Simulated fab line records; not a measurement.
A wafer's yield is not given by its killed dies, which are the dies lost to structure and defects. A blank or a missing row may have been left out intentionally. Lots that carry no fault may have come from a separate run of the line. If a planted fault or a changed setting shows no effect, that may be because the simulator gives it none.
Which of the tools did it? :: flow sky130 :: 72 wafers from 24 lots sampled at 6 of the route's 708 steps

## WHAT THE GAUGES SHOWED, per wafer
SKY_VT_ADJUST_NCORE_OVL_MEAS_08. Usual: VT_ADJUST_NCORE_OVL gives -0.4 nm (standard deviation 1.4).
lot: L074
measured: day 8 14:50
on: overlay-01
VT_ADJUST_NCORE_OVL (nm): -0.4 -0.5 -1.4
flag: 

lot: L075
measured: day 8 15:47
on: overlay-02
VT_ADJUST_NCORE_OVL (nm): 1.1 -1.7 -0.3
flag: 

lot: L076
measured: day 9 05:34
on: overlay-02
VT_ADJUST_NCORE_OVL (nm): 0.0 -0.4 0.1
flag: 

lot: L077
measured: day 10 05:58
on: overlay-02
VT_ADJUST_NCORE_OVL (nm): 0.2 1.7 -0.9
flag: 

lot: L078
measured: day 10 09:13
on: overlay-01
VT_ADJUST_NCORE_OVL (nm): 1.3 -0.8 0.0
flag: 

lot: L079
measured: day 10 12:41
on: overlay-01
VT_ADJUST_NCORE_OVL (nm): -2.3 -2.3 -2.2
flag: 

lot: L081
measured: day 10 23:11
on: overlay-02
VT_ADJUST_NCORE_OVL (nm): 0.6 -0.3 1.4
flag: 

lot: L080
measured: day 11 00:34
on: overlay-01
VT_ADJUST_NCORE_OVL (nm): -3.1 -2.2 -2.5
flag: 

lot: L082
measured: day 11 17:33
on: overlay-01
VT_ADJUST_NCORE_OVL (nm): -0.2 -1.5 -0.6
flag: 

lot: L083
measured: day 11 22:23
on: overlay-02
VT_ADJUST_NCORE_OVL (nm): 2.7 -0.6 1.7
flag: 

lot: L084
measured: day 11 22:55
on: overlay-02
VT_ADJUST_NCORE_OVL (nm): -1.6 -1.0 -1.9
flag: 

lot: L085
measured: day 11 23:02
on: overlay-01
VT_ADJUST_NCORE_OVL (nm): 0.2 -1.2 0.3
flag: 

lot: L086
measured: day 12 04:26
on: overlay-01
VT_ADJUST_NCORE_OVL (nm): 3.2 0.0 1.1
flag: 

lot: L087
measured: day 13 01:35
on: overlay-02
VT_ADJUST_NCORE_OVL (nm): 1.2 1.0 0.7
flag: 

lot: L088
measured: day 13 02:52
on: overlay-02
VT_ADJUST_NCORE_OVL (nm): -3.1 -0.7 -1.9
flag: 

lot: L089
measured: day 13 09:07
on: overlay-01
VT_ADJUST_NCORE_OVL (nm): -2.3 -2.3 -0.9
flag: 

lot: L090
measured: day 13 16:37
on: overlay-01
VT_ADJUST_NCORE_OVL (nm): -0.7 0.0 0.1
flag: 

lot: L091
measured: day 13 18:22
on: overlay-01
VT_ADJUST_NCORE_OVL (nm): -0.7 -2.4 -0.3
flag: 

lot: L092
measured: day 13 20:58
on: overlay-01
VT_ADJUST_NCORE_OVL (nm): 0.2 0.1 0.4
flag: 

lot: L093
measured: day 14 08:34
on: overlay-02
VT_ADJUST_NCORE_OVL (nm): 1.7 -0.2 2.5
flag: 

lot: L094
measured: day 14 11:01
on: overlay-01
VT_ADJUST_NCORE_OVL (nm): -2.1 -1.5 -0.6
flag: 

lot: L095
measured: day 14 22:25
on: overlay-01
VT_ADJUST_NCORE_OVL (nm): 0.0 1.8 -2.1
flag: 

lot: L096
measured: day 15 02:43
on: overlay-02
VT_ADJUST_NCORE_OVL (nm): 3.7 -0.2 0.9
flag: 

lot: L097
measured: day 15 10:40
on: overlay-02
VT_ADJUST_NCORE_OVL (nm): 0.6 1.2 0.0
flag: 

SKY_METAL2_OVL_MEAS_16. Usual: METAL2_OVL gives -1 nm (standard deviation 5.6).
lot: L074
measured: day 35 06:04
on: overlay-02
METAL2_OVL (nm): -5 -7 -5
flag: 

lot: L075
measured: day 35 10:52
on: overlay-02
METAL2_OVL (nm): -4 2 0
flag: 

lot: L076
measured: day 35 21:31
on: overlay-01
METAL2_OVL (nm): -2 -12 -6
flag: 

lot: L077
measured: day 36 23:22
on: overlay-01
METAL2_OVL (nm): -1 -5 6
flag: 

lot: L078
measured: day 37 05:36
on: overlay-02
METAL2_OVL (nm): -4 5 0
flag: 

lot: L079
measured: day 37 15:16
on: overlay-01
METAL2_OVL (nm): 4 -1 2
flag: 

lot: L081
measured: day 37 22:28
on: overlay-01
METAL2_OVL (nm): -5 -9 -4
flag: 

lot: L080
measured: day 38 00:08
on: overlay-01
METAL2_OVL (nm): -1 1 -8
flag: 

lot: L082
measured: day 38 16:35
on: overlay-02
METAL2_OVL (nm): 0 0 2
flag: 

lot: L083
measured: day 38 22:09
on: overlay-01
METAL2_OVL (nm): -1 3 -1
flag: 

lot: L084
measured: day 38 19:36
on: overlay-02
METAL2_OVL (nm): 6 -1 -4
flag: 

lot: L085
measured: day 39 01:46
on: overlay-02
METAL2_OVL (nm): -4 8 7
flag: 

lot: L086
measured: day 39 06:53
on: overlay-02
METAL2_OVL (nm): -5 -4 1
flag: 

lot: L087
measured: day 40 02:40
on: overlay-01
METAL2_OVL (nm): 7 8 13
flag: 

lot: L088
measured: day 40 04:10
on: overlay-02
METAL2_OVL (nm): -4 -4 -11
flag: 

lot: L089
measured: day 40 09:03
on: overlay-01
METAL2_OVL (nm): -4 0 -13
flag: 

lot: L090
measured: day 40 12:46
on: overlay-02
METAL2_OVL (nm): 3 1 6
flag: 

lot: L091
measured: day 40 15:15
on: overlay-02
METAL2_OVL (nm): -2 3 2
flag: 

lot: L092
measured: day 40 17:09
on: overlay-02
METAL2_OVL (nm): -7 -10 -4
flag: 

lot: L093
measured: day 41 06:07
on: overlay-02
METAL2_OVL (nm): -3 7 11
flag: 

lot: L094
measured: day 41 11:52
on: overlay-02
METAL2_OVL (nm): 8 4 6
flag: 

lot: L095
measured: day 41 23:37
on: overlay-01
METAL2_OVL (nm): -7 -8 4
flag: 

lot: L096
measured: day 42 00:18
on: overlay-01
METAL2_OVL (nm): -3 -10 1
flag: 

lot: L097
measured: day 42 01:49
on: overlay-02
METAL2_OVL (nm): -4 -13 -11
flag: 

SKY_VIA2_OVL_MEAS_13. Usual: VIA2_OVL gives 1 nm (standard deviation 5.3).
lot: L074
measured: day 36 09:53
on: overlay-01
VIA2_OVL (nm): -4 -17 -6
flag: 

lot: L075
measured: day 36 14:49
on: overlay-02
VIA2_OVL (nm): -5 7 -6
flag: 

lot: L076
measured: day 37 00:52
on: overlay-01
VIA2_OVL (nm): -6 1 1
flag: 

lot: L077
measured: day 38 03:02
on: overlay-02
VIA2_OVL (nm): -6 -2 -10
flag: 

lot: L078
measured: day 38 09:32
on: overlay-02
VIA2_OVL (nm): -8 -2 2
flag: 

lot: L079
measured: day 38 18:46
on: overlay-01
VIA2_OVL (nm): 2 2 0
flag: 

lot: L081
measured: day 39 01:23
on: overlay-02
VIA2_OVL (nm): 5 -3 1
flag: 

lot: L080
measured: day 39 03:38
on: overlay-02
VIA2_OVL (nm): 12 2 7
flag: 

lot: L082
measured: day 39 19:12
on: overlay-01
VIA2_OVL (nm): 6 11 8
flag: 

lot: L083
measured: day 39 23:47
on: overlay-01
VIA2_OVL (nm): 1 4 2
flag: 

lot: L084
measured: day 39 21:59
on: overlay-01
VIA2_OVL (nm): 7 1 5
flag: 

lot: L085
measured: day 40 04:04
on: overlay-02
VIA2_OVL (nm): 0 -1 -3
flag: 

lot: L086
measured: day 40 09:05
on: overlay-02
VIA2_OVL (nm): 2 -4 0
flag: 

lot: L087
measured: day 41 04:28
on: overlay-02
VIA2_OVL (nm): -2 12 -5
flag: 

lot: L088
measured: day 41 06:11
on: overlay-01
VIA2_OVL (nm): 0 5 5
flag: 

lot: L089
measured: day 41 10:33
on: overlay-01
VIA2_OVL (nm): 10 -3 0
flag: 

lot: L090
measured: day 41 13:28
on: overlay-01
VIA2_OVL (nm): 13 6 1
flag: 

lot: L091
measured: day 41 16:39
on: overlay-02
VIA2_OVL (nm): 7 0 6
flag: 

lot: L092
measured: day 41 18:21
on: overlay-01
VIA2_OVL (nm): 1 2 2
flag: 

lot: L093
measured: day 42 06:26
on: overlay-01
VIA2_OVL (nm): -5 7 8
flag: 

lot: L094
measured: day 42 12:29
on: overlay-02
VIA2_OVL (nm): 4 1 -3
flag: 

lot: L095
measured: day 43 00:05
on: overlay-01
VIA2_OVL (nm): 6 1 -2
flag: 

lot: L096
measured: day 43 00:47
on: overlay-01
VIA2_OVL (nm): -1 -2 -1
flag: 

lot: L097
measured: day 43 02:07
on: overlay-02
VIA2_OVL (nm): 5 3 2
flag: 

SKY_VIA2_THK_MEAS_23: measures by xrf. Usual: VIA2_W_THK gives 422 nm (standard deviation 8.7).
lot: L074
measured: day 36 10:55
on: film-metro-03
VIA2_W_THK (nm): 417 419 422
flag: 

lot: L075
measured: day 36 15:52
on: film-metro-02
VIA2_W_THK (nm): 423 427 417
flag: 

lot: L076
measured: day 37 01:55
on: film-metro-03
VIA2_W_THK (nm): 414 417 414
flag: 

lot: L077
measured: day 38 04:04
on: film-metro-01
VIA2_W_THK (nm): 429 429 422
flag: 

lot: L078
measured: day 38 10:34
on: film-metro-02
VIA2_W_THK (nm): 414 417 425
flag: 

lot: L079
measured: day 38 19:49
on: film-metro-03
VIA2_W_THK (nm): 417 421 414
flag: 

lot: L081
measured: day 39 02:26
on: film-metro-01
VIA2_W_THK (nm): 422 428 426
flag: 

lot: L080
measured: day 39 04:49
on: film-metro-02
VIA2_W_THK (nm): 415 412 410
flag: 

lot: L082
measured: day 39 20:16
on: film-metro-03
VIA2_W_THK (nm): 422 414 417
flag: 

lot: L083
measured: day 40 00:49
on: film-metro-03
VIA2_W_THK (nm): 422 415 420
flag: 

lot: L084
measured: day 39 23:03
on: film-metro-03
VIA2_W_THK (nm): 420 416 419
flag: 

lot: L085
measured: day 40 05:07
on: film-metro-01
VIA2_W_THK (nm): 423 427 433
flag: 

lot: L086
measured: day 40 10:11
on: film-metro-01
VIA2_W_THK (nm): 436 432 440
flag: 

lot: L087
measured: day 41 05:31
on: film-metro-01
VIA2_W_THK (nm): 438 433 431
flag: 

lot: L088
measured: day 41 07:14
on: film-metro-02
VIA2_W_THK (nm): 419 424 407
flag: 

lot: L089
measured: day 41 11:42
on: film-metro-03
VIA2_W_THK (nm): 419 425 432
flag: 

lot: L090
measured: day 41 14:37
on: film-metro-02
VIA2_W_THK (nm): 418 420 416
flag: 

lot: L091
measured: day 41 17:44
on: film-metro-01
VIA2_W_THK (nm): 428 425 423
flag: 

lot: L092
measured: day 41 19:24
on: film-metro-02
VIA2_W_THK (nm): 413 415 416
flag: 

lot: L093
measured: day 42 07:29
on: film-metro-01
VIA2_W_THK (nm): 430 435 444
flag: 

lot: L094
measured: day 42 13:32
on: film-metro-02
VIA2_W_THK (nm): 414 417 419
flag: 

lot: L095
measured: day 43 01:08
on: film-metro-02
VIA2_W_THK (nm): 418 413 408
flag: 

lot: L096
measured: day 43 01:50
on: film-metro-01
VIA2_W_THK (nm): 437 441 436
flag: 

lot: L097
measured: day 43 03:10
on: film-metro-02
VIA2_W_THK (nm): 405 414 416
flag: 

SKY_METAL3_CD_MEAS_13 targets a cd of 300 nm. Usual: cd-nm at 299.6 nm, with a standard deviation of 1.5.
lot: L074
measured: day 38 15:46
on: cd-sem-02
cd-nm (nm): 298.7 298.6 299.2
flag: 

lot: L075
measured: day 38 20:14
on: cd-sem-02
cd-nm (nm): 298.5 298.0 297.5
flag: 

lot: L076
measured: day 39 06:59
on: cd-sem-02
cd-nm (nm): 300.5 301.8 302.2
flag: 

lot: L077
measured: day 40 07:23
on: cd-sem-01
cd-nm (nm): 299.7 300.2 299.2
flag: 

lot: L078
measured: day 40 13:40
on: cd-sem-01
cd-nm (nm): 301.8 299.8 300.7
flag: 

lot: L079
measured: day 40 21:50
on: cd-sem-01
cd-nm (nm): 302.0 301.4 301.0
flag: 

lot: L081
measured: day 41 04:24
on: cd-sem-01
cd-nm (nm): 298.2 298.3 298.5
flag: 

lot: L080
measured: day 41 07:01
on: cd-sem-02
cd-nm (nm): 298.0 297.1 298.5
flag: 

lot: L082
measured: day 41 21:20
on: cd-sem-01
cd-nm (nm): 300.3 299.8 300.7
flag: 

lot: L083
measured: day 42 02:08
on: cd-sem-01
cd-nm (nm): 299.2 298.8 297.4
flag: 

lot: L084
measured: day 41 23:50
on: cd-sem-02
cd-nm (nm): 297.5 297.3 297.3
flag: 

lot: L085
measured: day 42 05:07
on: cd-sem-01
cd-nm (nm): 301.0 301.8 300.2
flag: 

lot: L086
measured: day 42 10:58
on: cd-sem-02
cd-nm (nm): 299.5 301.8 301.0
flag: 

lot: L087
measured: day 43 03:53
on: cd-sem-02
cd-nm (nm): 299.2 299.4 300.4
flag: 

lot: L088
measured: day 43 07:20
on: cd-sem-02
cd-nm (nm): 298.5 298.2 298.3
flag: 

lot: L089
measured: day 43 11:16
on: cd-sem-02
cd-nm (nm): 300.0 300.4 300.6
flag: 

lot: L090
measured: day 43 13:54
on: cd-sem-01
cd-nm (nm): 296.2 297.0 297.1
flag: 

lot: L091
measured: day 43 17:12
on: cd-sem-02
cd-nm (nm): 301.1 300.7 299.6
flag: 

lot: L092
measured: day 43 19:11
on: cd-sem-02
cd-nm (nm): 298.7 299.9 298.8
flag: 

lot: L093
measured: day 44 05:45
on: cd-sem-02
cd-nm (nm): 299.8 300.1 300.2
flag: 

lot: L094
measured: day 44 11:45
on: cd-sem-02
cd-nm (nm): 299.4 300.7 299.5
flag: 

lot: L095
measured: day 44 23:20
on: cd-sem-02
cd-nm (nm): 300.3 299.9 300.0
flag: 

lot: L096
measured: day 45 01:05
on: cd-sem-02
cd-nm (nm): 296.6 299.7 296.8
flag: 

lot: L097
measured: day 45 01:27
on: cd-sem-01
cd-nm (nm): 302.2 302.2 302.2
flag: 

## WHAT TOOL EACH LOT RAN ON (gives the tool, then ch and the chambers of the sampled wafers, and finally the start)
lot: L074
SKY_VIA2_ETCH_14: rie-diel-04 ch 1,2,3, day 36 09:55

lot: L075
SKY_VIA2_ETCH_14: rie-diel-02 ch 0,1,3, day 36 14:50

lot: L076
SKY_VIA2_ETCH_14: rie-diel-02 ch 0,1,2, day 37 00:53

lot: L077
SKY_VIA2_ETCH_14: rie-diel-04 ch 0,3, day 38 03:04

lot: L078
SKY_VIA2_ETCH_14: rie-diel-01 ch 1,2,3, day 38 09:34

lot: L079
SKY_VIA2_ETCH_14: rie-diel-02 ch 0,1, day 38 18:47

lot: L081
SKY_VIA2_ETCH_14: rie-diel-04 ch 1,2, day 39 01:25

lot: L080
SKY_VIA2_ETCH_14: rie-diel-02 ch 2,3, day 39 03:38

lot: L082
SKY_VIA2_ETCH_14: rie-diel-01 ch 2,3, day 39 19:13

lot: L083
SKY_VIA2_ETCH_14: rie-diel-02 ch 0,3, day 39 23:49

lot: L084
SKY_VIA2_ETCH_14: rie-diel-04 ch 0,2,3, day 39 22:01

lot: L085
SKY_VIA2_ETCH_14: rie-diel-02 ch 0,2,3, day 40 04:05

lot: L086
SKY_VIA2_ETCH_14: rie-diel-02 ch 1,2, day 40 09:07

lot: L087
SKY_VIA2_ETCH_14: rie-diel-01 ch 0,2, day 41 04:29

lot: L088
SKY_VIA2_ETCH_14: rie-diel-04 ch 0,1,2, day 41 06:13

lot: L089
SKY_VIA2_ETCH_14: rie-diel-04 ch 0,2, day 41 10:35

lot: L090
SKY_VIA2_ETCH_14: rie-diel-04 ch 0,1,2, day 41 13:29

lot: L091
SKY_VIA2_ETCH_14: rie-diel-04 ch 0,1, day 41 16:41

lot: L092
SKY_VIA2_ETCH_14: rie-diel-04 ch 0,1,3, day 41 18:23

lot: L093
SKY_VIA2_ETCH_14: rie-diel-04 ch 0,1,3, day 42 06:28

lot: L094
SKY_VIA2_ETCH_14: rie-diel-01 ch 0,3, day 42 12:31

lot: L095
SKY_VIA2_ETCH_14: rie-diel-01 ch 1,3, day 43 00:07

lot: L096
SKY_VIA2_ETCH_14: rie-diel-02 ch 0,1,3, day 43 00:49

lot: L097
SKY_VIA2_ETCH_14: rie-diel-04 ch 2,3, day 43 02:08
- SKY_VIA2_ETCH_14: etches BARC in N2/H2, stops on SiO2, time 45.9 s, target depth 60 nm.

## WHAT THE TOOLS THEMSELVES READ (means of the sampled wafers that have a number; where no wafer has one, the mark that the record gives instead)
SKY_VIA2_ETCH_14. Usual: drypump-motor-current-A 6.0 A, standard deviation 0.37; n2-flow-sccm 99.92 sccm, standard deviation 0.3; oes-product-au 0.854 a.u., standard deviation 0.0046; rf-fwd-power-W 493.8 W, standard deviation 2.6; throttle-valve-pct 13.225 %, standard deviation 0.0093.
lot: L074
tool: rie-diel-04
drypump-motor-current-A (A): 6.1
n2-flow-sccm (sccm): 99.97
oes-product-au (a.u.): 0.857
rf-fwd-power-W (W): 491.5
throttle-valve-pct (%): 13.227
flag: 

lot: L075
tool: rie-diel-02
drypump-motor-current-A (A): 6.1
n2-flow-sccm (sccm): 99.92
oes-product-au (a.u.): 0.856
rf-fwd-power-W (W): 495.6
throttle-valve-pct (%): 13.229
flag: 

lot: L076
tool: rie-diel-02
drypump-motor-current-A (A): 6.1
n2-flow-sccm (sccm): 99.93
oes-product-au (a.u.): 0.856
rf-fwd-power-W (W): 494.8
throttle-valve-pct (%): 13.232
flag: 

lot: L077
tool: rie-diel-04
drypump-motor-current-A (A): 5.9
n2-flow-sccm (sccm): 100.28
oes-product-au (a.u.): 0.854
rf-fwd-power-W (W): 495.4
throttle-valve-pct (%): 13.222
flag: 

lot: L078
tool: rie-diel-01
drypump-motor-current-A (A): 5.3
n2-flow-sccm (sccm): 100.09
oes-product-au (a.u.): 0.853
rf-fwd-power-W (W): 493.4
throttle-valve-pct (%): 13.217
flag: 

lot: L079
tool: rie-diel-02
drypump-motor-current-A (A): 6.1
n2-flow-sccm (sccm): 100.12
oes-product-au (a.u.): 0.851
rf-fwd-power-W (W): 495.7
throttle-valve-pct (%): 13.224
flag: 

lot: L081
tool: rie-diel-04
drypump-motor-current-A (A): 6.3
n2-flow-sccm (sccm): 99.57
oes-product-au (a.u.): 0.850
rf-fwd-power-W (W): 490.1
throttle-valve-pct (%): 13.230
flag: 

lot: L080
tool: rie-diel-02
drypump-motor-current-A (A): 6.2
n2-flow-sccm (sccm): 99.85
oes-product-au (a.u.): 0.857
rf-fwd-power-W (W): 492.7
throttle-valve-pct (%): 13.222
flag: 

lot: L082
tool: rie-diel-01
drypump-motor-current-A (A): 5.3
n2-flow-sccm (sccm): 100.19
oes-product-au (a.u.): 0.850
rf-fwd-power-W (W): 492.8
throttle-valve-pct (%): 13.224
flag: 

lot: L083
tool: rie-diel-02
drypump-motor-current-A (A): 6.0
n2-flow-sccm (sccm): 100.07
oes-product-au (a.u.): 0.856
rf-fwd-power-W (W): 493.0
throttle-valve-pct (%): 13.228
flag: 

lot: L084
tool: rie-diel-04
drypump-motor-current-A (A): 6.1
n2-flow-sccm (sccm): 100.20
oes-product-au (a.u.): 0.854
rf-fwd-power-W (W): 491.9
throttle-valve-pct (%): 13.224
flag: 

lot: L085
tool: rie-diel-02
drypump-motor-current-A (A): 6.1
n2-flow-sccm (sccm): 99.81
oes-product-au (a.u.): 0.856
rf-fwd-power-W (W): 494.2
throttle-valve-pct (%): 13.229
flag: 

lot: L086
tool: rie-diel-02
drypump-motor-current-A (A): 6.2
n2-flow-sccm (sccm): 99.80
oes-product-au (a.u.): 0.852
rf-fwd-power-W (W): 496.7
throttle-valve-pct (%): 13.231
flag: 

lot: L087
tool: rie-diel-01
drypump-motor-current-A (A): 5.6
n2-flow-sccm (sccm): 99.96
oes-product-au (a.u.): 0.852
rf-fwd-power-W (W): 495.8
throttle-valve-pct (%): 13.225
flag: 

lot: L088
tool: rie-diel-04
drypump-motor-current-A (A): 6.2
n2-flow-sccm (sccm): 99.92
oes-product-au (a.u.): 0.858
rf-fwd-power-W (W): 492.4
throttle-valve-pct (%): 13.223
flag: 

lot: L089
tool: rie-diel-04
drypump-motor-current-A (A): 6.3
n2-flow-sccm (sccm): 99.97
oes-product-au (a.u.): 0.854
rf-fwd-power-W (W): 491.7
throttle-valve-pct (%): 13.225
flag: 

lot: L090
tool: rie-diel-04
drypump-motor-current-A (A): 6.1
n2-flow-sccm (sccm): 100.01
oes-product-au (a.u.): 0.858
rf-fwd-power-W (W): 494.0
throttle-valve-pct (%): 13.232
flag: 

lot: L091
tool: rie-diel-04
drypump-motor-current-A (A): 6.0
n2-flow-sccm (sccm): 99.99
oes-product-au (a.u.): 0.857
rf-fwd-power-W (W): 494.7
throttle-valve-pct (%): 13.222
flag: 

lot: L092
tool: rie-diel-04
drypump-motor-current-A (A): 5.9
n2-flow-sccm (sccm): 100.04
oes-product-au (a.u.): 0.853
rf-fwd-power-W (W): 495.4
throttle-valve-pct (%): 13.216
flag: 

lot: L093
tool: rie-diel-04
drypump-motor-current-A (A): 5.9
n2-flow-sccm (sccm): 99.99
oes-product-au (a.u.): 0.856
rf-fwd-power-W (W): 494.9
throttle-valve-pct (%): 13.222
flag: 

lot: L094
tool: rie-diel-01
drypump-motor-current-A (A): 5.8
n2-flow-sccm (sccm): 99.66
oes-product-au (a.u.): 0.847
rf-fwd-power-W (W): 493.4
throttle-valve-pct (%): 13.233
flag: 

lot: L095
tool: rie-diel-01
drypump-motor-current-A (A): 5.4
n2-flow-sccm (sccm): 100.17
oes-product-au (a.u.): 0.854
rf-fwd-power-W (W): 490.5
throttle-valve-pct (%): 13.225
flag: 

lot: L096
tool: rie-diel-02
drypump-motor-current-A (A): 6.1
n2-flow-sccm (sccm): 99.80
oes-product-au (a.u.): 0.854
rf-fwd-power-W (W): 493.9
throttle-valve-pct (%): 13.223
flag: 

lot: L097
tool: rie-diel-04
drypump-motor-current-A (A): 6.2
n2-flow-sccm (sccm): 99.43
oes-product-au (a.u.): 0.848
rf-fwd-power-W (W): 492.2
throttle-valve-pct (%): 13.230
flag: 

## THE ANSWER, worked out from the rows above alone
Rule: a lot is off if the mean of its wafers that have a number lies more than 3 standard deviations from the usual mean. Also off: a lot with no number at a reading for which 4 or more lots have one. All remaining lots with rows at the step are treated as sound. The gauges are gone through in route order, then the tools' own readings, and for those a lot's mean is taken as printed above. At the first step where some lot is off, the reading lying furthest off is the one used; lots without a number count as furthest.
None of the lots is off at any reading shown; this tells nothing.

## WHAT THE SIMULATOR HAD INSERTED
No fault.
